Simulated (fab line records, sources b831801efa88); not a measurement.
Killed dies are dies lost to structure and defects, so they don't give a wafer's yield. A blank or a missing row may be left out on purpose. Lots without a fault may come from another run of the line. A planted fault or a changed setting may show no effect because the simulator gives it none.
Problem report in the 8D (eight disciplines) form, filled by code | flow sky130 | the parts of the form that need people (team, actions taken, sign-off) are left out

1. THE PROBLEM
NWELL_RS at SKY_NWELL_RS_MEAS_29 reads a mean of 648.0 ohm/sq on 6 wafers of 2 lots; wafers without a fault read 625.3 ohm/sq with a standard deviation of 1.9. That is +12 standard deviations from the usual mean.
The step: measures by four-point-probe.
First seen on wafer L276.1, day 8 12:14, on film_metro-03. The record holds 42 wafers of 14 lots with a number at this step. Rule for "out", or "out of limits": more than 4 standard deviations from the usual mean. The other wafers with a number count as sound.

2. WHAT IT IS AND WHAT IT IS NOT
question                    | is                           | is not
which readings at this step | NWELL_RS                     | -
which lots                  | L276, L277                   | L263, L265, L268, L269, L272, L279, L280, L281, L282, L283, L284, L286
which wafers of those lots  | all that have a number       | -
read on which gauges        | film_metro-02, film_metro-03 | film_metro-04
when                        | from day 8 12:14             | up to then (15 sound wafers); but 21 sound wafers of L279, L280, L281, L282, L283, L284, L286 came after

3. SUSPECTS, AND WHAT RULES EACH OUT
Counting: a tool at a process step up to the reading stays a suspect if it ran every lot that is out and no sound lot after the first of them.
- the gauge at SKY_NWELL_RS_MEAS_29: ruled out. The wafers that are out were read on 2 gauges (film_metro-02, film_metro-03).
- implanter-02 at SKY_NWELL_IMPLANT_13: kept. It ran every lot that is out, first L276 (day 7 14:58), and no sound lot after that; its last sound lot up to then is L268 (day 5 21:02). Its own readings are out on those wafers: dose_ions_cm2, faraday_current_uA.
Left after counting: implanter-02 at SKY_NWELL_IMPLANT_13.

4. THE CAUSE (what the simulator had put in)
Process parameter drift: implanter-02, from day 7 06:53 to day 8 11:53, at SKY_NWELL_IMPLANT_13. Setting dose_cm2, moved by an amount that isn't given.
Counting left only this tool.

5. THE CHAIN OF EFFECTS, in route order
Each row: a reading whose mean over the struck wafers that have a number lies more than 3 standard deviations from the usual. Only readings for which the record gives a usual standard deviation are gone through. hours: the time from each lot's start at the first step in this table that gives one to its start at this step, as a median over the lots. sigmas: the change in usual standard deviations.
hours | step                 | reading            | usual        | on struck wafers | change     | sigmas
0     | SKY_NWELL_IMPLANT_13 | dose_ions_cm2      | 7.001e+11    | 6.942e+10        | -6.307e+11 | -99 or more
0     | SKY_NWELL_IMPLANT_13 | faraday_current_uA | 3.94         | 0.39             | -3.55      | -46
21    | SKY_NWELL_RS_MEAS_29 | NWELL_RS           | 625.3 ohm/sq | 648.0            | +22.7      | +12
The process steps in it:
- SKY_NWELL_IMPLANT_13

6. WHAT WOULD HAVE CAUGHT IT SOONER
In this record the first reading out of limits at a measuring or inspecting step was taken at day 8 12:14, 29 hours after the fault began at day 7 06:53.
The tool's own readings at SKY_NWELL_IMPLANT_13 were out on every struck wafer that the step has a row for (dose_ions_cm2, faraday_current_uA): an alarm limit on them would have fired on the first of those.
All the lots that are out (2) had begun SKY_NWELL_IMPLANT_13 on implanter-02 by day 8 12:14. A hold on the tool at that time would have spared none of them.
